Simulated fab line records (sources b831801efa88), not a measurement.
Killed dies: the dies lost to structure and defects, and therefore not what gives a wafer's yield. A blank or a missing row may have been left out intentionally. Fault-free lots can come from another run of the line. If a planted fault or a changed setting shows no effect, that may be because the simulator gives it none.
The tool behind it: which one? / flow sfqLine / 39 wafers from 13 lots sampled at 4 of the route's 325 steps

WHAT THE GAUGES SHOWED, per wafer
The record holds no reading of a measuring or inspecting step that can be judged against a usual standard deviation.

WHICH TOOL RAN EACH LOT (tool, then ch and the chambers of the sampled wafers, then the start)
lot=L357; SFQ_TRILAYER_JJ_CE_STRIP_STRIP_120=rieMetal-04 ch 0,1, day 55 04:14; SFQ_TRILAYER_A5B_CMP_CMP_130=cmp-02 ch 0,3, day 59 19:20; SFQ_TRILAYER_I7_DEP_PECVD_183=pecvd-04 ch 0,1, day 71 19:52; SFQ_TRILAYER_I7_METRO_MEASURE_185=filmMetro-02, day 72 05:16
lot=L358; SFQ_TRILAYER_JJ_CE_STRIP_STRIP_120=rieMetal-02 ch 0,1, day 59 09:24; SFQ_TRILAYER_A5B_CMP_CMP_130=cmp-01 ch 1,2, day 59 20:32; SFQ_TRILAYER_I7_DEP_PECVD_183=pecvd-04 ch 0,2, day 73 00:40; SFQ_TRILAYER_I7_METRO_MEASURE_185=filmMetro-04, day 73 03:52
lot=L359; SFQ_TRILAYER_JJ_CE_STRIP_STRIP_120=rieMetal-02 ch 0,1, day 59 15:28; SFQ_TRILAYER_A5B_CMP_CMP_130=cmp-01 ch 0,1,2, day 60 00:44; SFQ_TRILAYER_I7_DEP_PECVD_183=pecvd-03 ch 1,2, day 73 01:52; SFQ_TRILAYER_I7_METRO_MEASURE_185=filmMetro-02, day 73 05:04
lot=L360; SFQ_TRILAYER_JJ_CE_STRIP_STRIP_120=rieMetal-03 ch 0,1, day 60 03:36; SFQ_TRILAYER_A5B_CMP_CMP_130=cmp-01 ch 1,2,3, day 61 03:08; SFQ_TRILAYER_I7_DEP_PECVD_183=pecvd-01 ch 0,2, day 73 03:04; SFQ_TRILAYER_I7_METRO_MEASURE_185=filmMetro-03, day 73 07:16
lot=L361; SFQ_TRILAYER_JJ_CE_STRIP_STRIP_120=rieMetal-02 ch 0,1, day 60 05:48; SFQ_TRILAYER_A5B_CMP_CMP_130=cmp-01 ch 0,2,3, day 61 06:14; SFQ_TRILAYER_I7_DEP_PECVD_183=pecvd-04 ch 0,1,2, day 73 04:16; SFQ_TRILAYER_I7_METRO_MEASURE_185=filmMetro-04, day 73 08:04
lot=L362; SFQ_TRILAYER_JJ_CE_STRIP_STRIP_120=rieMetal-02 ch 0,1, day 64 03:32; SFQ_TRILAYER_A5B_CMP_CMP_130=cmp-01 ch 0,2,3, day 64 10:42; SFQ_TRILAYER_I7_DEP_PECVD_183=pecvd-04 ch 0,2, day 76 00:08; SFQ_TRILAYER_I7_METRO_MEASURE_185=filmMetro-04, day 76 03:50
lot=L363; SFQ_TRILAYER_JJ_CE_STRIP_STRIP_120=rieMetal-04 ch 0,1, day 64 13:20; SFQ_TRILAYER_A5B_CMP_CMP_130=cmp-02 ch 0,2, day 64 21:02; SFQ_TRILAYER_I7_DEP_PECVD_183=pecvd-01 ch 1,2, day 76 02:33; SFQ_TRILAYER_I7_METRO_MEASURE_185=filmMetro-03, day 76 11:10
lot=L365; SFQ_TRILAYER_JJ_CE_STRIP_STRIP_120=rieMetal-02 ch 0,1, day 65 19:47; SFQ_TRILAYER_A5B_CMP_CMP_130=cmp-01 ch 2,3, day 66 05:25; SFQ_TRILAYER_I7_DEP_PECVD_183=pecvd-04 ch 0,1,2, day 76 03:44; SFQ_TRILAYER_I7_METRO_MEASURE_185=filmMetro-02, day 76 14:22
lot=L367; SFQ_TRILAYER_JJ_CE_STRIP_STRIP_120=rieMetal-04 ch 0,1, day 66 11:13; SFQ_TRILAYER_A5B_CMP_CMP_130=cmp-02 ch 2,3, day 66 15:13; SFQ_TRILAYER_I7_DEP_PECVD_183=pecvd-01 ch 1,2, day 81 14:38; SFQ_TRILAYER_I7_METRO_MEASURE_185=filmMetro-02, day 81 18:13
lot=L368; SFQ_TRILAYER_JJ_CE_STRIP_STRIP_120=rieMetal-03 ch 0,1, day 66 15:49; SFQ_TRILAYER_A5B_CMP_CMP_130=cmp-02 ch 0,3, day 70 04:33; SFQ_TRILAYER_I7_DEP_PECVD_183=pecvd-04 ch 0,1, day 82 03:03; SFQ_TRILAYER_I7_METRO_MEASURE_185=filmMetro-03, day 82 06:29
lot=L369; SFQ_TRILAYER_JJ_CE_STRIP_STRIP_120=rieMetal-03 ch 0,1, day 66 17:04; SFQ_TRILAYER_A5B_CMP_CMP_130=cmp-02 ch 1,2,3, day 70 08:39; SFQ_TRILAYER_I7_DEP_PECVD_183=pecvd-03 ch 0,1, day 82 07:46; SFQ_TRILAYER_I7_METRO_MEASURE_185=filmMetro-04, day 82 11:00
lot=L370; SFQ_TRILAYER_JJ_CE_STRIP_STRIP_120=rieMetal-04 ch 0,1, day 67 04:20; SFQ_TRILAYER_A5B_CMP_CMP_130=cmp-02 ch 0,1,3, day 71 08:09; SFQ_TRILAYER_I7_DEP_PECVD_183=pecvd-04 ch 1,2, day 82 10:10; SFQ_TRILAYER_I7_METRO_MEASURE_185=filmMetro-03, day 82 14:00
lot=L379; SFQ_TRILAYER_JJ_CE_STRIP_STRIP_120=rieMetal-04 ch 0,1, day 71 10:08; SFQ_TRILAYER_A5B_CMP_CMP_130=cmp-01 ch 1,2,3, day 75 13:12; SFQ_TRILAYER_I7_DEP_PECVD_183=pecvd-01 ch 0,1,2, day 90 06:19; SFQ_TRILAYER_I7_METRO_MEASURE_185=filmMetro-04, day 90 09:31
- SFQ_TRILAYER_JJ_CE_STRIP_STRIP_120: strips in O2.
- SFQ_TRILAYER_A5B_CMP_CMP_130: polishes, stops on Nb, target thk 340.7 nm.
- SFQ_TRILAYER_I7_DEP_PECVD_183: deposits SiO2 from SiH4/N2O, time 111.11 s, target thk 500 nm.
- SFQ_TRILAYER_I7_METRO_MEASURE_185

AS READ BY THE TOOLS THEMSELVES (means over the sampled wafers that have a number; for cases with no such wafer, the mark the record gives instead)
SFQ_TRILAYER_JJ_CE_STRIP_STRIP_120.
lot=L357; tool=rieMetal-04; drypumpMotorCurrentA (A)=5.9; oesProductAu (a.u.)=1.014
lot=L358; tool=rieMetal-02; drypumpMotorCurrentA (A)=5.1; oesProductAu (a.u.)=0.990
lot=L359; tool=rieMetal-02; drypumpMotorCurrentA (A)=5.2; oesProductAu (a.u.)=0.993
lot=L360; tool=rieMetal-03; drypumpMotorCurrentA (A)=6.3; oesProductAu (a.u.)=1.003
lot=L361; tool=rieMetal-02; drypumpMotorCurrentA (A)=5.3; oesProductAu (a.u.)=0.999
lot=L362; tool=rieMetal-02; drypumpMotorCurrentA (A)=5.3; oesProductAu (a.u.)=0.996
lot=L363; tool=rieMetal-04; drypumpMotorCurrentA (A)=5.9; oesProductAu (a.u.)=1.009
lot=L365; tool=rieMetal-02; drypumpMotorCurrentA (A)=5.2; oesProductAu (a.u.)=0.990
lot=L367; tool=rieMetal-04; drypumpMotorCurrentA (A)=5.9; oesProductAu (a.u.)=1.003
lot=L368; tool=rieMetal-03; drypumpMotorCurrentA (A)=6.1; oesProductAu (a.u.)=0.999
lot=L369; tool=rieMetal-03; drypumpMotorCurrentA (A)=6.1; oesProductAu (a.u.)=1.001
lot=L370; tool=rieMetal-04; drypumpMotorCurrentA (A)=5.9; oesProductAu (a.u.)=1.008
lot=L379; tool=rieMetal-04; drypumpMotorCurrentA (A)=5.9; oesProductAu (a.u.)=1.007

SFQ_TRILAYER_A5B_CMP_CMP_130.
lot=L357; tool=cmp-02; headPressurePsi (psi)=2.995; motorCurrentA (A)=9.8
lot=L358; tool=cmp-01; headPressurePsi (psi)=3.002; motorCurrentA (A)=10.1
lot=L359; tool=cmp-01; headPressurePsi (psi)=2.991; motorCurrentA (A)=9.3
lot=L360; tool=cmp-01; headPressurePsi (psi)=3.000; motorCurrentA (A)=10.6
lot=L361; tool=cmp-01; headPressurePsi (psi)=2.987; motorCurrentA (A)=9.9
lot=L362; tool=cmp-01; headPressurePsi (psi)=2.993; motorCurrentA (A)=9.5
lot=L363; tool=cmp-02; headPressurePsi (psi)=2.999; motorCurrentA (A)=10.3
lot=L365; tool=cmp-01; headPressurePsi (psi)=3.006; motorCurrentA (A)=10.3
lot=L367; tool=cmp-02; headPressurePsi (psi)=3.004; motorCurrentA (A)=9.9
lot=L368; tool=cmp-02; headPressurePsi (psi)=3.001; motorCurrentA (A)=9.8
lot=L369; tool=cmp-02; headPressurePsi (psi)=3.009; motorCurrentA (A)=9.5
lot=L370; tool=cmp-02; headPressurePsi (psi)=3.039; motorCurrentA (A)=9.6
lot=L379; tool=cmp-01; headPressurePsi (psi)=3.005; motorCurrentA (A)=10.2

SFQ_TRILAYER_I7_DEP_PECVD_183.
lot=L357; tool=pecvd-04; heaterPowerOuterW (W)=30; heaterPowerW (W)=78; throttleValvePct (%)=25.7
lot=L358; tool=pecvd-04; heaterPowerOuterW (W)=30; heaterPowerW (W)=75; throttleValvePct (%)=24.0
lot=L359; tool=pecvd-03; heaterPowerOuterW (W)=36; heaterPowerW (W)=88; throttleValvePct (%)=23.1
lot=L360; tool=pecvd-01; heaterPowerOuterW (W)=33; heaterPowerW (W)=83; throttleValvePct (%)=23.7
lot=L361; tool=pecvd-04; heaterPowerOuterW (W)=31; heaterPowerW (W)=78; throttleValvePct (%)=25.0
lot=L362; tool=pecvd-04; heaterPowerOuterW (W)=33; heaterPowerW (W)=78; throttleValvePct (%)=23.8
lot=L363; tool=pecvd-01; heaterPowerOuterW (W)=24; heaterPowerW (W)=69; throttleValvePct (%)=24.1
lot=L365; tool=pecvd-04; heaterPowerOuterW (W)=27; heaterPowerW (W)=75; throttleValvePct (%)=25.0
lot=L367; tool=pecvd-01; heaterPowerOuterW (W)=29; heaterPowerW (W)=76; throttleValvePct (%)=24.4
lot=L368; tool=pecvd-04; heaterPowerOuterW (W)=30; heaterPowerW (W)=77; throttleValvePct (%)=24.7
lot=L369; tool=pecvd-03; heaterPowerOuterW (W)=33; heaterPowerW (W)=83; throttleValvePct (%)=22.2
lot=L370; tool=pecvd-04; heaterPowerOuterW (W)=27; heaterPowerW (W)=76; throttleValvePct (%)=26.1
lot=L379; tool=pecvd-01; heaterPowerOuterW (W)=29; heaterPowerW (W)=81; throttleValvePct (%)=25.2

SFQ_TRILAYER_I7_METRO_MEASURE_185.
lot=L357; tool=filmMetro-02; thkNm (nm)=199.8
lot=L358; tool=filmMetro-04; thkNm (nm)=199.3
lot=L359; tool=filmMetro-02; thkNm (nm)=200.2
lot=L360; tool=filmMetro-03; thkNm (nm)=199.3
lot=L361; tool=filmMetro-04; thkNm (nm)=200.2
lot=L362; tool=filmMetro-04; thkNm (nm)=199.7
lot=L363; tool=filmMetro-03; thkNm (nm)=199.5
lot=L365; tool=filmMetro-02; thkNm (nm)=199.7
lot=L367; tool=filmMetro-02; thkNm (nm)=198.6
lot=L368; tool=filmMetro-03; thkNm (nm)=199.2
lot=L369; tool=filmMetro-04; thkNm (nm)=200.2
lot=L370; tool=filmMetro-03; thkNm (nm)=199.5
lot=L379; tool=filmMetro-04; thkNm (nm)=198.6

THE ANSWER, worked out from the rows above alone
Rule: what is usual is taken from the lots themselves. Put in order of their means at a reading, lots are off if they are a third of the lots or fewer, leave a main group of 4 or more, and stand apart from it by a gap of 3 or more times the standard deviation of the main group's means; of several such gaps the widest counts. Not used: any main group whose means are identical at the precision the tables above print for the reading. Also off: a lot with no number at a reading for which 4 or more lots have one. All remaining lots with rows at the step are treated as sound. First the gauges in route order, then the tools' own readings, where a lot's mean is used as printed above. The first step at which some lot is off is used, and at that step the reading that is off furthest; a lot without a number counts as furthest.
Off at SFQ_TRILAYER_A5B_CMP_CMP_130 (headPressurePsi): L370. The main group: mean 2.999 psi, standard deviation 0.0063.
If a tool, at that step or one of the process steps before it, ran each lot that is off and ran no sound lot following the first of them, it fits. One fits: cmp-02 at SFQ_TRILAYER_A5B_CMP_CMP_130. A fault onset in the window from L369 (day 70 08:39, its last sound lot) to L370 (day 71 08:09, its first lot off) fits.
The tool's own readings at SFQ_TRILAYER_A5B_CMP_CMP_130 bear it out: on the lots that are off they differ by more than 5 times the standard deviation of the sound lots' means. headPressurePsi reads 3.039 psi there against 2.999 psi on the sound lots.

WHAT WAS PUT IN BY THE SIMULATOR
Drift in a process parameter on cmp-02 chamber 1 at SFQ_TRILAYER_A5B_CMP_CMP_130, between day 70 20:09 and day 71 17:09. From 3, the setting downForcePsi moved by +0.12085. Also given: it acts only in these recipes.
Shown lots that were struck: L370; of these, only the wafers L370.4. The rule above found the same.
